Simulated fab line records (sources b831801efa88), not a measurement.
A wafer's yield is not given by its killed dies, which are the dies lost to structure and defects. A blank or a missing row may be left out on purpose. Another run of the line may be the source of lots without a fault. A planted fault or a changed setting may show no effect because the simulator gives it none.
Which of the tools did it? || flow sky130 || 39 wafers from 13 lots sampled at 2 of the route's 708 steps

WHAT THE GAUGES READ, wafer by wafer
SKY_LOCAL_INTERCONNECT_CD_MEAS_11: the cd target is 170 nm.
{"lot": "L969", "measured": "day 29 16:56", "on": "cdSem-02", "cdNm (nm)": "170.3 171.8 170.2"}
{"lot": "L970", "measured": "day 30 08:59", "on": "cdSem-02", "cdNm (nm)": "168.4 169.0 169.1"}
{"lot": "L971", "measured": "day 30 19:10", "on": "cdSem-02", "cdNm (nm)": "169.7 168.9 168.9"}
{"lot": "L973", "measured": "day 31 16:26", "on": "cdSem-02", "cdNm (nm)": "171.2 173.2 173.0"}
{"lot": "L974", "measured": "day 31 20:43", "on": "cdSem-01", "cdNm (nm)": "169.3 168.0 168.2"}
{"lot": "L975", "measured": "day 32 03:25", "on": "cdSem-02", "cdNm (nm)": "165.6 167.9 169.0"}
{"lot": "L976", "measured": "day 32 13:43", "on": "cdSem-01", "cdNm (nm)": "170.1 168.9 168.9"}
{"lot": "L977", "measured": "day 32 22:22", "on": "cdSem-02", "cdNm (nm)": "171.6 171.7 171.1"}
{"lot": "L978", "measured": "day 33 10:01", "on": "cdSem-02", "cdNm (nm)": "170.0 169.3 170.4"}
{"lot": "L979", "measured": "day 33 14:56", "on": "cdSem-02", "cdNm (nm)": "166.4 167.6 168.4"}
{"lot": "L987", "measured": "day 36 01:04", "on": "cdSem-02", "cdNm (nm)": "168.0 167.3 169.6"}
{"lot": "L988", "measured": "day 36 12:56", "on": "cdSem-01", "cdNm (nm)": "170.7 169.9 169.4"}
{"lot": "L989", "measured": "day 36 21:43", "on": "cdSem-01", "cdNm (nm)": "169.3 169.2 169.3"}

TOOL THAT RAN EACH LOT (tool first, then ch and the chambers of the sampled wafers, then the start)
{"lot": "L969", "SKY_LI_CONTACT_CVD_21": "cvdW-01 ch 0,1, day 28 12:02"}
{"lot": "L970", "SKY_LI_CONTACT_CVD_21": "cvdW-02 ch 0,1, day 29 03:11"}
{"lot": "L971", "SKY_LI_CONTACT_CVD_21": "cvdW-02 ch 0,1, day 29 13:54"}
{"lot": "L973", "SKY_LI_CONTACT_CVD_21": "cvdW-02 ch 0,1, day 30 11:47"}
{"lot": "L974", "SKY_LI_CONTACT_CVD_21": "cvdW-02 ch 0,1, day 30 15:40"}
{"lot": "L975", "SKY_LI_CONTACT_CVD_21": "cvdW-01 ch 1, day 30 22:25"}
{"lot": "L976", "SKY_LI_CONTACT_CVD_21": "cvdW-01 ch 0,1, day 31 08:50"}
{"lot": "L977", "SKY_LI_CONTACT_CVD_21": "cvdW-02 ch 0,1, day 31 17:28"}
{"lot": "L978", "SKY_LI_CONTACT_CVD_21": "cvdW-01 ch 0,1, day 32 05:23"}
{"lot": "L979", "SKY_LI_CONTACT_CVD_21": "cvdW-01 ch 0, day 32 10:29"}
{"lot": "L987", "SKY_LI_CONTACT_CVD_21": "cvdW-01 ch 0,1, day 34 22:29"}
{"lot": "L988", "SKY_LI_CONTACT_CVD_21": "cvdW-01 ch 0,1, day 35 09:33"}
{"lot": "L989", "SKY_LI_CONTACT_CVD_21": "cvdW-02 ch 0,1, day 35 19:38"}
- SKY_LI_CONTACT_CVD_21: deposits W, target thk 400 nm, time 120.56 s.

AS READ BY THE TOOLS THEMSELVES (means over the sampled wafers that have a number; for cases with no such wafer, the mark the record gives instead)
SKY_LI_CONTACT_CVD_21.
{"lot": "L969", "tool": "cvdW-01", "heaterPowerW (W)": 804}
{"lot": "L970", "tool": "cvdW-02", "heaterPowerW (W)": 746}
{"lot": "L971", "tool": "cvdW-02", "heaterPowerW (W)": 743}
{"lot": "L973", "tool": "cvdW-02", "heaterPowerW (W)": 747}
{"lot": "L974", "tool": "cvdW-02", "heaterPowerW (W)": 780}
{"lot": "L975", "tool": "cvdW-01", "heaterPowerW (W)": 827}
{"lot": "L976", "tool": "cvdW-01", "heaterPowerW (W)": 805}
{"lot": "L977", "tool": "cvdW-02", "heaterPowerW (W)": 748}
{"lot": "L978", "tool": "cvdW-01", "heaterPowerW (W)": 820}
{"lot": "L979", "tool": "cvdW-01", "heaterPowerW (W)": 826}
{"lot": "L987", "tool": "cvdW-01", "heaterPowerW (W)": 808}
{"lot": "L988", "tool": "cvdW-01", "heaterPowerW (W)": 814}
{"lot": "L989", "tool": "cvdW-02", "heaterPowerW (W)": 748}

THE ANSWER, worked out from the rows above alone
Rule: the lots themselves supply what counts as usual. Put in order of their means at a reading, lots are off if they are a third of the lots or fewer, leave a main group of 4 or more, and stand apart from it by a gap of 3 or more times the standard deviation of the main group's means; of several such gaps the widest counts. A main group is skipped when, at the precision printed for the reading in the tables above, its means are all equal. Also off: a lot with no number at a reading for which 4 or more lots have one. All remaining lots with rows at the step are treated as sound. After the gauges, taken in route order, come the tools' own readings; for these a lot's mean is taken, as printed above. At the first step where some lot is off, the reading lying furthest off is the one used; lots without a number count as furthest.
Nothing can be told from this: no lot is off at any reading shown.

WHAT THE SIMULATOR HAD PUT IN
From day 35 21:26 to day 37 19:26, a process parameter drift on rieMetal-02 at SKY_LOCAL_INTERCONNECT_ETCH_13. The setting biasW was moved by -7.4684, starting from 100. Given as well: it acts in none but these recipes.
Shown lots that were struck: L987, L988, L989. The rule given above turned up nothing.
